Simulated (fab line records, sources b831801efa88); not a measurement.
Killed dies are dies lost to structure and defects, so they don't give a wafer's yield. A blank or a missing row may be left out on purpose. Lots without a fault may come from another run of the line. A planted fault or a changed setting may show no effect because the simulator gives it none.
fab line records | flow gf180mcu
record lots=5 wafers=15 last_day=34
route steps=602 shown M4@468 V4@476 MIM@503
lots that met no fault: from a run of the same line without faults
start_h: hours from the record's first day to the start of the lot's first wafer shown | wait_h: hours since the lot's step before | " the same as in the row above | L1.1+2: a row that stands for several wafers | - no value, or no start given | * or withheld: withheld | < > ~ a bound
route shown NAME@n: a module of which the file shows steps, and the number in the route of the first | usual: mean/standard deviation of fault-free wafers | same: alike in all rows | chamber/n: place in a boat | sites: the reading at each site | _std_site: their standard deviation | _edge_site: outer sites' mean less inner sites' | radius_mm: how far each site lies from the wafer's centre | mask NAME#n: copy n | behind: the tool/chamber that last shaped the wafer | hold: why the lot was held/for how many hours/how that ended | device: the transistor (n, p or np) that didn't switch | end of line: the same wafers' tests at the end of the route | a step without rows: its recipe alone | killed: dies lost to structure and defects at the first sort, not the wafer's yield | map: a wafer's dies, x killed, . not, _ none there
set.NAME: the setting as run; set.NAME@STEP: as run at that earlier step | model.NAME: the simulator's own value behind a step, which no gauge read
lots at some steps of the route; a table a step, a row a wafer
services: from which hour (start_h, from the record's first day; less than 0 if before it) a tool's chamber was out of use, for how many hours, and why
## steps
# step GF_M4_PEB_12
# recipe peb_temp_c=135 peb_time_s=90 resist=KrF
# columns lot.wafer tool chamber start_h wait_h
L085.3+5+6 litho_track-01 0 - -
L094.1+3+6 litho_track-04 0 - -
L095.2+4+6 litho_track-03 0 - -
L096.1+4+6 litho_track-03 0 - -
L097.2+3+4 litho_track-03 0 - -
# step GF_M4_DEVELOP_13
# recipe develop_time_s=60 dev_temp_c=21
# same develop_time_s=60
# columns lot.wafer tool chamber start_h wait_h
L085.3+5+6 litho_track-01 0 635.35 0.1
L094.1+3+6 litho_track-04 0 691.72 0.2
L095.2+4+6 litho_track-03 0 696.99 0.2
L096.1+4+6 litho_track-03 0 707.26 0.2
L097.2+3+4 litho_track-03 0 709.14 0.2
# step GF_M4_CD_MEAS_14
# recipe target_cd_nm=280
# usual cd_nm=279.9/1.3
# columns lot.wafer tool chamber start_h wait_h cd_nm
L085.3 cd_sem-01 - 635.49 0.1 280.5
L085.5 " - " " 279.7
L085.6 " - " " 280.4
L094.1 cd_sem-02 - 691.91 0.2 278.8
L094.3 " - " " 277.8
L094.6 " - " " 278.6
L095.2 cd_sem-02 - 697.13 0.1 279.2
L095.4 " - " " 278.3
L095.6 " - " " 278.1
L096.1 cd_sem-02 - 707.41 0.1 279.2
L096.4 " - " " 279.9
L096.6 " - " " 278.6
L097.2 cd_sem-01 - 709.28 0.1 278.9
L097.3 " - " " 279.6
L097.4 " - " " 280.3
# step GF_M4_OVL_MEAS_15
# usual M4_OVL=-1/5.6
# columns lot.wafer tool chamber start_h wait_h M4_OVL[nm]
L085.3 overlay-01 - 635.58 0.1 4
L085.5 " - " " 12
L085.6 " - " " 5
L094.1 overlay-01 - 692.03 0.1 -6
L094.3 " - " " -9
L094.6 " - " " -7
L095.2 overlay-02 - 697.24 0.1 0
L095.4 " - " " 4
L095.6 " - " " 6
L096.1 overlay-02 - 707.53 0.1 -2
L096.4 " - " " 3
L096.6 " - " " 1
L097.2 overlay-01 - 709.39 0.1 3
L097.3 " - " " 6
L097.4 " - " " -4
# step GF_M4_METAL_ETCH_16
# recipe chemistry=Cl2/BCl3 mask_material=KrF target_depth_nm=750.8 stop_on=SiO2 pressure_mtorr=8 icp_w=800 bias_w=140 Cl2_flow_sccm=80 bcl3_flow_sccm=40 time_s=125.1
# usual drypump_motor_current_A=5.9/0.52 oes_product_au=0.990/0.0063 throttle_valve_pct=28.230/0.011
# columns lot.wafer tool chamber start_h wait_h drypump_motor_current_A oes_product_au rf_hours_counter_h throttle_valve_pct
L085.3 rie_metal-03 0 635.65 0.1 5.8 0.984 - 28.228
L085.5 " 1 " " 6.7 0.992 - 28.228
L085.6 " 0 " " 5.8 0.988 - 28.231
L094.1 rie_metal-04 1 692.07 0.0 5.3 0.996 3 28.222
L094.3 " 1 " " 5.3 0.983 - 28.205
L094.6 " 1 " " 5.3 0.991 - 28.234
L095.2 rie_metal-01 0 697.27 0.0 5.7 0.991 5 28.217
L095.4 " 1 " " 5.2 0.995 - 28.225
L095.6 " 0 " " 5.7 0.991 - 28.256
L096.1 rie_metal-04 0 707.57 0.0 6.2 0.980 15 28.242
L096.4 " 0 " " 6.2 0.990 - 28.236
L096.6 " 1 " " 5.3 0.989 - 28.230
L097.2 rie_metal-01 0 709.42 0.0 5.8 0.998 5 28.206
L097.3 " 0 " " 5.8 1.006 - 28.226
L097.4 " 1 " " 5.2 0.994 - 28.235
# step GF_M4_STRIP_17
# recipe chemistry=O2/N2 power_w=1400 pressure_mtorr=1500 platen_temp_c=250 o2_flow_sccm=3000 n2_flow_sccm=300 overash_fraction=0.5
# usual drypump_motor_current_A=5.93/0.27 heater_power_w=354/26 oes_product_au=0.538/0.0048 strip_time_to_endpoint_s=7.39/0.052
# columns lot.wafer tool chamber start_h wait_h drypump_motor_current_A heater_power_w oes_product_au rf_hours_counter_h strip_time_to_endpoint_s
L085.3 plasma_asher-04 0 635.77 0.1 6.16 389 0.539 - 7.48
L085.5 " 0 " " 6.15 391 0.545 - 7.39
L085.6 " 1 " " 5.58 363 0.541 - 7.46
L094.1 plasma_asher-04 0 692.20 0.1 6.12 387 0.540 64 7.34
L094.3 " 1 " " 5.58 360 0.531 - 7.38
L094.6 " 1 " " 5.60 366 0.538 - 7.36
L095.2 plasma_asher-02 1 697.40 0.1 5.63 378 0.529 112 7.30
L095.4 " 1 " " 5.61 382 0.533 - 7.27
L095.6 " 1 " " 5.63 372 0.532 - 7.34
L096.1 plasma_asher-02 1 707.70 0.1 5.62 381 0.540 113 7.40
L096.4 " 1 " " 5.60 379 0.546 - 7.41
L096.6 " 0 " " 6.16 305 0.540 - 7.37
L097.2 plasma_asher-03 1 709.55 0.1 6.24 361 0.529 86 7.33
L097.3 " 1 " " 6.25 346 0.534 - 7.30
L097.4 " 0 " " 5.75 353 0.529 - 7.29
# step GF_M4_STRIP_18
# recipe chemistry=post_etch_residue_remover time_s=1200 temp_c=72.5
# columns lot.wafer tool chamber start_h wait_h
L085.3+5+6 wet_bench-03 3 635.83 0.0
L094.1+3+6 wet_bench-03 3 692.30 0.1
L095.2+4+6 wet_bench-03 2 697.50 0.1
L096.1+4+6 wet_bench-04 2 707.80 0.1
L097.2+3+4 wet_bench-03 1 709.65 0.1
# step GF_M4_CLEAN_19
# recipe chemistry=DIW dry=n2_spin
# columns lot.wafer tool chamber start_h wait_h
L085.3+5+6 wet_bench-01 3 636.17 0.0
L094.1+3+6 wet_bench-04 1 692.64 0.0
L095.2+4+6 wet_bench-04 0 697.87 0.0
L096.1+4+6 wet_bench-03 1 708.14 0.0
L097.2+3+4 wet_bench-01 1 709.99 0.0
# step GF_V4_CVD_00
# recipe material=SiO2 target_thk_nm=600 sigma_open_frac=0.3 temp_c=400 time_s=100 sih4_flow_sccm=60 pressure_mtorr=6
# columns lot.wafer tool chamber start_h wait_h
L085.3+5+6 hdpcvd-01 1,0,2 636.27 0.0
L094.1+3+6 hdpcvd-02 2,1,0 692.73 0.0
L095.2+4+6 hdpcvd-02 1,0,2 697.96 0.0
L096.1+4+6 hdpcvd-02 2,2,1 708.23 0.0
L097.2+3+4 hdpcvd-01 1,0,0 710.09 0.0
# step GF_V4_THK_MEAS_01
# recipe reads=SiO2_of_V4_CVD_00
# usual V4_CVD_00_THK=599/6.8
# columns lot.wafer tool chamber start_h wait_h V4_CVD_00_THK[nm]
L085.3 film_metro-02 - 636.37 0.1 610
L085.5 " - " " 614
L085.6 " - " " 603
L094.1 film_metro-02 - 692.80 0.0 588
L094.3 " - " " 595
L094.6 " - " " 602
L095.2 film_metro-04 - 698.04 0.0 602
L095.4 " - " " 598
L095.6 " - " " 591
L096.1 film_metro-01 - 708.30 0.0 582
L096.4 " - " " 583
L096.6 " - " " 583
L097.2 film_metro-04 - 710.17 0.0 610
L097.3 " - " " 608
L097.4 " - " " 605
# step GF_V4_CVD_02
# recipe material=SiO2 target_thk_nm=850 precursor=TEOS temp_c=400 time_s=94.851 rf_w=600
# usual heater_power_w=687/110
# columns lot.wafer tool chamber start_h wait_h heater_power_w
L085.3 pecvd-04 1 636.41 0.0 668
L085.5 " 1 " " 744
L085.6 " 0 " " 699
L094.1 pecvd-01 2 692.86 0.1 527
L094.3 " 1 " " 798
L094.6 " 1 " " 837
L095.2 pecvd-04 0 698.09 0.0 808
L095.4 " 1 " " 586
L095.6 " 2 " " 727
L096.1 pecvd-02 0 708.36 0.1 630
L096.4 " 0 " " 513
L096.6 " 1 " " 787
L097.2 pecvd-01 0 710.22 0.0 709
L097.3 " 1 " " 780
L097.4 " 0 " " 581
# step GF_V4_THK_MEAS_03
# recipe reads=SiO2_of_V4_CVD_02
# usual V4_CVD_02_THK=854/11
# columns lot.wafer tool chamber start_h wait_h V4_CVD_02_THK[nm]
L085.3 film_metro-01 - 636.50 0.1 846
L085.5 " - " " 863
L085.6 " - " " 871
L094.1 film_metro-02 - 692.93 0.0 846
L094.3 " - " " 866
L094.6 " - " " 871
L095.2 film_metro-04 - 698.17 0.0 862
L095.4 " - " " 856
L095.6 " - " " 856
L096.1 film_metro-02 - 708.43 0.0 859
L096.4 " - " " 873
L096.6 " - " " 868
L097.2 film_metro-04 - 710.30 0.0 855
L097.3 " - " " 850
L097.4 " - " " 868
# step GF_V4_CMP_04
# recipe material=SiO2 down_force_psi=4 platen_rpm=60 pad_velocity_m_s=0.94248
# usual motor_current_A=12.1/1 slurry_filter_dp_kPa=13.51/0.13 time_to_endpoint_s=84/7
# columns lot.wafer tool chamber start_h wait_h motor_current_A slurry_filter_dp_kPa time_to_endpoint_s
L085.3 cmp-02 3 636.59 0.1 11.5 13.67 78
L085.6 " 2 " " 11.9 13.53 79
L085.5 " 3 " " 11.3 13.29 84
L094.1 cmp-01 3 692.99 0.1 13.3 13.43 87
L094.3 " 2 " " 12.8 13.73 94
L094.6 " 0 " " 12.0 13.50 92
L095.4 cmp-02 3 698.27 0.1 11.2 13.36 87
L095.2 " 0 " " 12.1 13.50 82
L095.6 " 2 " " 11.3 13.51 80
L096.4 cmp-01 3 708.54 0.1 13.1 13.54 103
L096.1 " 1 " " 12.8 13.48 89
L096.6 " 3 " " 13.7 13.73 97
L097.4 cmp-01 0 710.35 0.0 12.6 13.23 91
L097.2 " 1 " " 12.6 13.56 88
L097.3 " 2 " " 12.8 13.66 91
# step GF_V4_BOW_MEAS_05
# recipe mode=bow
# usual V4_BOW=134/9.1
# columns lot.wafer tool chamber start_h wait_h V4_BOW[um]
L085.3 film_metro-01 - 636.88 0.2 145
L085.5 " - " " 150
L085.6 " - " " 156
L094.1 film_metro-02 - 693.29 0.2 122
L094.3 " - " " 136
L094.6 " - " " 138
L095.2 film_metro-02 - 698.54 0.2 135
L095.4 " - " " 135
L095.6 " - " " 135
L096.1 film_metro-04 - 708.79 0.1 137
L096.4 " - " " 138
L096.6 " - " " 131
L097.2 film_metro-02 - 710.67 0.2 149
L097.3 " - " " 149
L097.4 " - " " 144
# step GF_V4_DEHYDRATE_06
# recipe temp_c=200 time_s=60
# columns lot.wafer tool chamber start_h wait_h
L085.3+5+6 litho_track-03 0 645.86 9.0
L094.1+3+6 litho_track-03 0 701.66 8.3
L095.2+4+6 litho_track-04 0 707.24 8.7
L096.1+4+6 litho_track-03 0 717.16 8.3
L097.2+3+4 litho_track-02 0 719.32 8.6
# step GF_V4_HMDS_07
# recipe prime_time_s=60 prime_temp_c=120
# columns lot.wafer tool chamber start_h wait_h
L085.3+5+6 litho_track-03 0 646.01 0.1
L094.1+3+6 litho_track-03 0 701.81 0.1
L095.2+4+6 litho_track-04 0 707.39 0.1
L096.1+4+6 litho_track-03 0 717.31 0.1
L097.2+3+4 litho_track-02 0 719.47 0.1
# step GF_V4_COAT_08
# recipe resist=BARC temp_c=withheld time_s=withheld spin_rpm=withheld resist_thk_nm=withheld
# columns lot.wafer tool chamber start_h wait_h
L085.3+5+6 litho_track-03 0 646.16 0.1
L094.1+3+6 litho_track-03 0 701.96 0.1
L095.2+4+6 litho_track-04 0 707.54 0.1
L096.1+4+6 litho_track-03 0 717.46 0.1
L097.2+3+4 litho_track-02 0 719.62 0.1
# step GF_V4_COAT_09
# recipe resist=KrF spin_rpm=withheld resist_thk_nm=1000
# columns lot.wafer tool chamber start_h wait_h
L085.3+5+6 litho_track-03 0 - -
L094.1+3+6 litho_track-03 0 - -
L095.2+4+6 litho_track-04 0 - -
L096.1+4+6 litho_track-03 0 - -
L097.2+3+4 litho_track-02 0 - -
# step GF_V4_SOFTBAKE_10
# recipe temp_c=130 time_s=60 resist=KrF
# columns lot.wafer tool chamber start_h wait_h
L085.3+5+6 litho_track-03 0 - -
L094.1+3+6 litho_track-03 0 - -
L095.2+4+6 litho_track-04 0 - -
L096.1+4+6 litho_track-03 0 - -
L097.2+3+4 litho_track-02 0 - -
# step GF_V4_EXPOSE_11
# recipe mask_id=Via4 target_cd_nm=260 na=0.68 source_shape=conventional sigma_outer=0.6 dose_mj=38
# columns lot.wafer tool chamber start_h wait_h mask
L085.3+5+6 krf_scanner-01 0 - - Via4#0
L094.1+3+6 krf_scanner-02 0 - - Via4#0
L095.2+4+6 krf_scanner-01 0 - - Via4#0
L096.1+4+6 krf_scanner-01 0 - - Via4#0
L097.2+3+4 krf_scanner-01 0 - - Via4#0
# step GF_V4_PEB_12
# recipe peb_temp_c=135 peb_time_s=90 resist=KrF
# columns lot.wafer tool chamber start_h wait_h
L085.3+5+6 litho_track-03 0 - -
L094.1+3+6 litho_track-03 0 - -
L095.2+4+6 litho_track-02 0 - -
L096.1+4+6 litho_track-02 0 - -
L097.2+3+4 litho_track-03 0 - -
# step GF_V4_DEVELOP_13
# recipe develop_time_s=60 resist=KrF dev_temp_c=21
# same develop_time_s=60
# columns lot.wafer tool chamber start_h wait_h
L085.3+5+6 litho_track-03 0 656.51 0.1
L094.1+3+6 litho_track-03 0 710.86 0.2
L095.2+4+6 litho_track-02 0 716.32 0.2
L096.1+4+6 litho_track-02 0 726.39 0.2
L097.2+3+4 litho_track-03 0 728.49 0.2
# step GF_V4_CD_MEAS_14
# recipe target_cd_nm=260
# usual cd_nm=260.0/1.1
# columns lot.wafer tool chamber start_h wait_h cd_nm
L085.3 cd_sem-02 - 656.65 0.1 260.2
L085.5 " - " " 260.8
L085.6 " - " " 260.1
L094.1 cd_sem-02 - 711.01 0.1 261.7
L094.3 " - " " 260.8
L094.6 " - " " 259.9
L095.2 cd_sem-01 - 716.46 0.1 258.0
L095.4 " - " " 257.3
L095.6 " - " " 258.0
L096.1 cd_sem-01 - 726.54 0.1 259.2
L096.4 " - " " 259.6
L096.6 " - " " 259.7
L097.2 cd_sem-02 - 728.63 0.1 260.6
L097.3 " - " " 260.3
L097.4 " - " " 260.7
# step GF_V4_OVL_MEAS_15
# usual V4_OVL=0/5.4
# columns lot.wafer tool chamber start_h wait_h V4_OVL[nm]
L085.3 overlay-01 - 656.75 0.1 0
L085.5 " - " " 7
L085.6 " - " " 0
L094.1 overlay-02 - 711.13 0.1 -1
L094.3 " - " " -5
L094.6 " - " " -3
L095.2 overlay-02 - 716.57 0.1 -2
L095.4 " - " " -3
L095.6 " - " " 4
L096.1 overlay-02 - 726.66 0.1 -1
L096.4 " - " " -2
L096.6 " - " " -1
L097.2 overlay-02 - 728.74 0.1 -11
L097.3 " - " " -11
L097.4 " - " " -11
# step GF_V4_ETCH_16
# recipe chemistry=N2/H2 target_depth_a=withheld overetch_a=withheld time_s=withheld target=BARC ion_energy_ev=200 source_w=500 bias_w=100 pressure_mtorr=30 n2_flow_sccm=100 h2_flow_sccm=200
# usual drypump_motor_current_A=5.8/0.61 oes_product_au=0.855/0.0049 throttle_valve_pct=13.225/0.0091
# columns lot.wafer tool chamber start_h wait_h drypump_motor_current_A oes_product_au throttle_valve_pct
L085.3 rie_diel-01 0 656.77 0.0 6.4 0.850 13.222
L085.5 " 1 " " 6.5 0.851 13.221
L085.6 " 2 " " 6.1 0.855 13.212
L094.1 rie_diel-04 3 711.17 0.0 6.4 0.854 13.221
L094.3 " 0 " " 5.0 0.851 13.227
L094.6 " 1 " " 6.5 0.858 13.215
L095.2 rie_diel-02 2 716.60 0.0 5.0 0.858 13.231
L095.4 " 1 " " 5.0 0.851 13.240
L095.6 " 2 " " 5.0 0.853 13.245
L096.1 rie_diel-04 1 726.70 0.0 6.6 0.859 13.224
L096.4 " 3 " " 6.4 0.857 13.214
L096.6 " 1 " " 6.6 0.853 13.236
L097.2 rie_diel-02 3 728.77 0.0 5.4 0.859 13.223
L097.3 " 2 " " 5.0 0.861 13.217
L097.4 " 0 " " 6.3 0.852 13.213
# step GF_V4_ETCH_17
# recipe chemistry=C4F8/O2/Ar mask_material=KrF target=SiO2 stop_on=TiN source_w=1500 bias_w=1200 pressure_mtorr=40 c4f8_flow_sccm=withheld O2_flow_sccm=6 Ar_flow_sccm=300 time_s=withheld target_depth_a=6300
# usual oes_product_au=0.856/0.0048
# columns lot.wafer tool chamber start_h wait_h oes_product_au
L085.3 rie_diel-01 0 - - 0.855
L085.5 " 1 " " 0.862
L085.6 " 2 " " 0.845
L094.1 rie_diel-04 3 - - 0.853
L094.3 " 0 " " 0.853
L094.6 " 1 " " 0.851
L095.2 rie_diel-02 2 - - 0.850
L095.4 " 1 " " 0.857
L095.6 " 2 " " 0.860
L096.1 rie_diel-04 1 - - 0.853
L096.4 " 3 " " 0.851
L096.6 " 1 " " 0.862
L097.2 rie_diel-02 3 - - 0.854
L097.3 " 2 " " 0.865
L097.4 " 0 " " 0.863
# step GF_V4_STRIP_18
# recipe chemistry=O2/N2 power_w=1400 pressure_mtorr=1500 platen_temp_c=250 o2_flow_sccm=3000 n2_flow_sccm=300 overash_fraction=0.5
# usual drypump_motor_current_A=5.99/0.26 heater_power_w=362/13 oes_product_au=0.594/0.0051
# columns lot.wafer tool chamber start_h wait_h drypump_motor_current_A heater_power_w oes_product_au rf_hours_counter_h
L085.3 plasma_asher-03 1 656.93 - 6.31 355 0.593 -
L085.5 " 1 " " 6.29 347 0.594 -
L085.6 " 0 " " 5.71 362 0.595 -
L094.1 plasma_asher-01 1 711.30 - 6.29 358 0.593 25
L094.3 " 0 " " 5.96 350 0.592 -
L094.6 " 0 " " 5.98 361 0.596 -
L095.2 plasma_asher-01 0 716.73 - 5.94 358 0.592 26
L095.4 " 0 " " 5.96 367 0.599 -
L095.6 " 0 " " 5.98 362 0.600 -
L096.1 plasma_asher-04 1 726.83 - 5.58 357 0.601 67
L096.4 " 0 " " 6.12 384 0.596 -
L096.6 " 0 " " 6.11 377 0.586 -
L097.2 plasma_asher-01 1 728.90 - 6.29 346 0.584 27
L097.3 " 0 " " 5.97 371 0.594 -
L097.4 " 1 " " 6.30 350 0.593 -
# step GF_V4_STRIP_19
# recipe chemistry=post_etch_residue_remover time_s=1200 temp_c=72.5
# columns lot.wafer tool chamber start_h wait_h
L085.3+5+6 wet_bench-02 1 657.00 0.0
L094.1+3+6 wet_bench-04 2 711.40 0.1
L095.2+4+6 wet_bench-04 2 716.83 0.1
L096.1+4+6 wet_bench-02 0 726.93 0.1
L097.2+3+4 wet_bench-03 0 729.00 0.1
# step GF_V4_CLEAN_20
# recipe chemistry=DIW dry=n2_spin
# columns lot.wafer tool chamber start_h wait_h
L085.3+5+6 wet_bench-04 0 657.34 0.0
L094.1+3+6 wet_bench-03 1 711.74 0.0
L095.2+4+6 wet_bench-02 0 717.17 0.0
L096.1+4+6 wet_bench-03 3 727.27 0.0
L097.2+3+4 wet_bench-04 0 729.34 0.0
# step GF_V4_SPUTTER_21
# recipe material=Ti target_thk_nm=15 chamber_pressure_pa=5 power_w=2500 substrate_temp_c=200 time_s=80.02
# usual substrate_temp_c=199.99/0.15 throttle_valve_pct=30.4/0.91
# columns lot.wafer tool chamber start_h wait_h substrate_temp_c throttle_valve_pct
L085.3 pvd_sputter-02 - 657.43 0.0 200.03 30.5
L085.5 " - " " 199.68 29.8
L085.6 " - " " 199.71 31.3
L094.1 pvd_sputter-02 - 711.83 0.0 200.09 29.5
L094.3 " - " " 200.10 30.6
L094.6 " - " " 199.98 30.5
L095.2 pvd_sputter-04 - 717.26 0.0 199.84 31.8
L095.4 " - " " 199.95 30.2
L095.6 " - " " 199.94 32.0
L096.1 pvd_sputter-02 - 727.36 0.0 199.84 30.7
L096.4 " - " " 200.05 30.7
L096.6 " - " " 199.91 29.5
L097.2 pvd_sputter-04 - 729.44 0.0 199.95 30.2
L097.3 " - " " 200.01 29.5
L097.4 " - " " 200.12 29.1
# step GF_V4_SPUTTER_22
# recipe material=TiN target_thk_nm=10 chamber_pressure_pa=5 power_w=4000 time_s=40
# usual throttle_valve_pct=30.3/0.91
# columns lot.wafer tool chamber start_h wait_h throttle_valve_pct
L085.3 pvd_sputter-02 - 657.49 0.0 30.6
L085.5 " - " " 29.3
L085.6 " - " " 31.2
L094.1 pvd_sputter-02 - 711.89 0.0 29.7
L094.3 " - " " 30.6
L094.6 " - " " 30.2
L095.2 pvd_sputter-04 - 717.32 0.0 31.5
L095.4 " - " " 30.4
L095.6 " - " " 31.7
L096.1 pvd_sputter-02 - 727.42 0.0 30.5
L096.4 " - " " 30.3
L096.6 " - " " 29.5
L097.2 pvd_sputter-04 - 729.50 0.0 30.3
L097.3 " - " " 29.4
L097.4 " - " " 29.4
# step GF_V4_CVD_23
# recipe material=W target_thk_nm=350 time_s=104.9 temp_c=400 pressure_torr=40
# usual heater_power_w=840/45
# columns lot.wafer tool chamber start_h wait_h heater_power_w
L085.3 cvd_w-02 0 657.57 0.1 838
L085.5 " 1 " " 849
L085.6 " 0 " " 841
L094.1 cvd_w-02 1 711.93 0.0 856
L094.3 " 1 " " 862
L094.6 " 0 " " 820
L095.2 cvd_w-02 0 717.36 0.0 836
L095.4 " 0 " " 824
L095.6 " 0 " " 831
L096.1 cvd_w-02 0 727.46 0.0 825
L096.4 " 0 " " 819
L096.6 " 1 " " 872
L097.2 cvd_w-01 0 729.54 0.0 803
L097.3 " 0 " " 782
L097.4 " 1 " " 896
# step GF_V4_RS_MEAS_24
# recipe thk_meas_gauge=four-point-probe reads=W_of_V4_CVD_23+TiN_of_V4_SPUTTER_22+Ti_of_V4_SPUTTER_21
# usual V4_W_RS=0.326/0.0046
# columns lot.wafer tool chamber start_h wait_h V4_W_RS[ohm/sq]
L085.3 film_metro-04 - 657.68 0.1 0.329
L085.5 " - " " 0.323
L085.6 " - " " 0.327
L094.1 film_metro-04 - 712.04 0.1 0.329
L094.3 " - " " 0.325
L094.6 " - " " 0.331
L095.2 film_metro-04 - 717.49 0.1 0.329
L095.4 " - " " 0.326
L095.6 " - " " 0.331
L096.1 film_metro-04 - 727.57 0.1 0.331
L096.4 " - " " 0.326
L096.6 " - " " 0.326
L097.2 film_metro-02 - 729.67 0.1 0.328
L097.3 " - " " 0.327
L097.4 " - " " 0.327
# step GF_V4_THK_MEAS_25
# recipe thk_meas_gauge=xrf reads=W_of_V4_CVD_23
# usual V4_W_THK=344/5.7
# columns lot.wafer tool chamber start_h wait_h V4_W_THK[nm]
L085.3 film_metro-04 - 657.78 0.1 336
L085.5 " - " " 343
L085.6 " - " " 337
L094.1 film_metro-04 - 712.16 0.1 337
L094.3 " - " " 341
L094.6 " - " " 335
L095.2 film_metro-04 - 717.60 0.1 337
L095.4 " - " " 341
L095.6 " - " " 337
L096.1 film_metro-04 - 727.69 0.1 336
L096.4 " - " " 343
L096.6 " - " " 345
L097.2 film_metro-02 - 729.78 0.1 345
L097.3 " - " " 347
L097.4 " - " " 346
# step GF_V4_CMP_26
# recipe stop_on=SiO2 down_force_psi=3.5 platen_rpm=60 t_overpolish_s=15 target_thk_nm=0 pad_velocity_m_s=0.94248
# usual motor_current_A=11.4/0.85 overpolish_run_s=14.999/0.0089 slurry_filter_dp_kPa=13.50/0.13 time_to_endpoint_s=86/4.3
# columns lot.wafer tool chamber start_h wait_h motor_current_A overpolish_run_s slurry_filter_dp_kPa time_to_endpoint_s
L085.3 cmp-01 1 657.82 0.0 12.2 14.991 13.34 85
L085.5 " 1 " " 12.0 14.998 13.47 86
L085.6 " 2 " " 11.8 14.997 13.48 91
L094.3 cmp-02 0 712.27 0.1 10.2 14.996 13.53 87
L094.1 " 2 " " 10.3 14.988 13.24 85
L094.6 " 0 " " 11.7 15.000 13.65 88
L095.2 cmp-01 0 717.65 0.0 11.1 14.997 13.46 82
L095.4 " 1 " " 11.1 15.000 13.44 84
L095.6 " 1 " " 11.3 14.995 13.63 84
L096.1 cmp-01 3 727.85 0.1 11.9 14.992 13.44 88
L096.4 " 0 " " 10.6 15.009 13.86 88
L096.6 " 1 " " 11.8 14.992 13.38 84
L097.3 cmp-02 1 729.86 0.1 9.2 14.993 13.59 79
L097.4 " 3 " " 10.2 15.003 13.40 88
L097.2 " 0 " " 10.8 14.999 13.54 85
# step GF_MIM_SPUTTER_00
# recipe material=Ti target_thk_nm=37.5 arriving_ion_energy_ev=80 substrate_temp_c=200 chamber_pressure_pa=2 power_w=4000 time_s=150
# usual substrate_temp_c=200.02/0.18 throttle_valve_pct=30.4/0.74
# columns lot.wafer tool chamber start_h wait_h substrate_temp_c throttle_valve_pct
L085.3 pvd_sputter-01 - 658.12 0.2 200.49 30.5
L085.5 " - " " 200.18 31.2
L085.6 " - " " 200.10 30.1
L094.1 pvd_sputter-02 - 712.52 0.1 200.08 30.6
L094.3 " - " " 199.89 29.3
L094.6 " - " " 200.23 30.7
L095.2 pvd_sputter-02 - 717.95 0.2 199.81 30.6
L095.4 " - " " 200.10 29.4
L095.6 " - " " 199.81 30.6
L096.1 pvd_sputter-02 - 728.05 0.1 199.94 30.7
L096.4 " - " " 200.28 30.6
L096.6 " - " " 200.11 30.6
L097.2 pvd_sputter-04 - 730.16 0.1 200.08 29.3
L097.3 " - " " 200.29 29.5
L097.4 " - " " 200.16 30.5
# step GF_MIM_SPUTTER_01
# recipe material=TiN target_thk_nm=30 power_w=6500 time_s=25 chamber_pressure_pa=0.4
# usual throttle_valve_pct=30.4/0.73
# columns lot.wafer tool chamber start_h wait_h throttle_valve_pct
L085.3 pvd_sputter-01 - 658.22 0.1 30.3
L085.5 " - " " 31.2
L085.6 " - " " 30.2
L094.1 pvd_sputter-02 - 712.62 0.1 30.6
L094.3 " - " " 29.3
L094.6 " - " " 30.6
L095.2 pvd_sputter-02 - 718.05 0.1 30.5
L095.4 " - " " 29.6
L095.6 " - " " 30.9
L096.1 pvd_sputter-02 - 728.15 0.1 30.4
L096.4 " - " " 30.7
L096.6 " - " " 30.4
L097.2 pvd_sputter-04 - 730.26 0.1 29.4
L097.3 " - " " 29.4
L097.4 " - " " 30.2
# step GF_MIM_SPUTTER_02
# recipe material=AlCu target_thk_nm=450 power_w=10600 time_s=23.9 chamber_pressure_pa=0.4
# usual throttle_valve_pct=30.4/0.75
# columns lot.wafer tool chamber start_h wait_h throttle_valve_pct
L085.3 pvd_sputter-01 - 658.25 0.0 30.2
L085.5 " - " " 31.3
L085.6 " - " " 29.9
L094.1 pvd_sputter-02 - 712.65 0.0 30.8
L094.3 " - " " 29.8
L094.6 " - " " 30.5
L095.2 pvd_sputter-02 - 718.08 0.0 30.6
L095.4 " - " " 29.5
L095.6 " - " " 30.7
L096.1 pvd_sputter-02 - 728.18 0.0 30.5
L096.4 " - " " 30.5
L096.6 " - " " 30.8
L097.2 pvd_sputter-04 - 730.29 0.0 29.2
L097.3 " - " " 29.5
L097.4 " - " " 30.2
# step GF_MIM_SPUTTER_03
# recipe material=Ti target_thk_nm=10 substrate_temp_c=300 chamber_pressure_pa=0.3 power_w=3000 time_s=6.7
# usual substrate_temp_c=300.01/0.19 throttle_valve_pct=30.4/0.75
# columns lot.wafer tool chamber start_h wait_h substrate_temp_c throttle_valve_pct
L085.3 pvd_sputter-01 - 658.28 0.0 300.31 30.2
L085.5 " - " " 299.87 31.4
L085.6 " - " " 300.12 29.9
L094.1 pvd_sputter-02 - 712.68 0.0 299.78 30.9
L094.3 " - " " 300.04 29.4
L094.6 " - " " 299.75 30.6
L095.2 pvd_sputter-02 - 718.11 0.0 300.16 30.2
L095.4 " - " " 299.88 29.4
L095.6 " - " " 299.66 30.5
L096.1 pvd_sputter-02 - 728.21 0.0 299.81 30.5
L096.4 " - " " 299.96 30.5
L096.6 " - " " 299.94 30.7
L097.2 pvd_sputter-04 - 730.32 0.0 299.83 29.2
L097.3 " - " " 300.08 29.7
L097.4 " - " " 300.06 30.1
## services
# columns tool chamber start_h hours kind
hdpcvd-02 - 612.19 28.1 pm
pecvd-01 - 615.67 14.6 pm
rie_diel-04 0 617.96 2.9 repair
rie_diel-02 1 618.44 18.0 repair
krf_scanner-01 - 619.18 1.3 pm
plasma_asher-01 - 623.24 2.8 pm
rie_diel-02 0 623.60 3.6 repair
rie_diel-01 1 628.18 10.9 repair
plasma_asher-01 - 629.85 0.5 repair
krf_scanner-01 - 632.84 4.0 pm
cmp-02 - 639.71 5.9 repair
rie_metal-01 0 642.95 14.1 repair
hdpcvd-02 0 653.41 11.6 repair
wet_bench-01 - 659.57 4.4 pm
cmp-02 - 666.42 2.5 repair
cvd_w-02 - 675.90 6.0 pm
cmp-02 - 676.75 1.7 repair
plasma_asher-01 - 677.63 0.8 repair
plasma_asher-01 - 679.53 2.9 repair
rie_diel-04 1 680.60 7.0 repair
cmp-02 - 703.53 6.1 pm
wet_bench-04 - 708.22 2.4 repair
cmp-01 - 728.49 6.5 repair
pvd_sputter-01 - 729.17 2.7 repair
## key
fault none
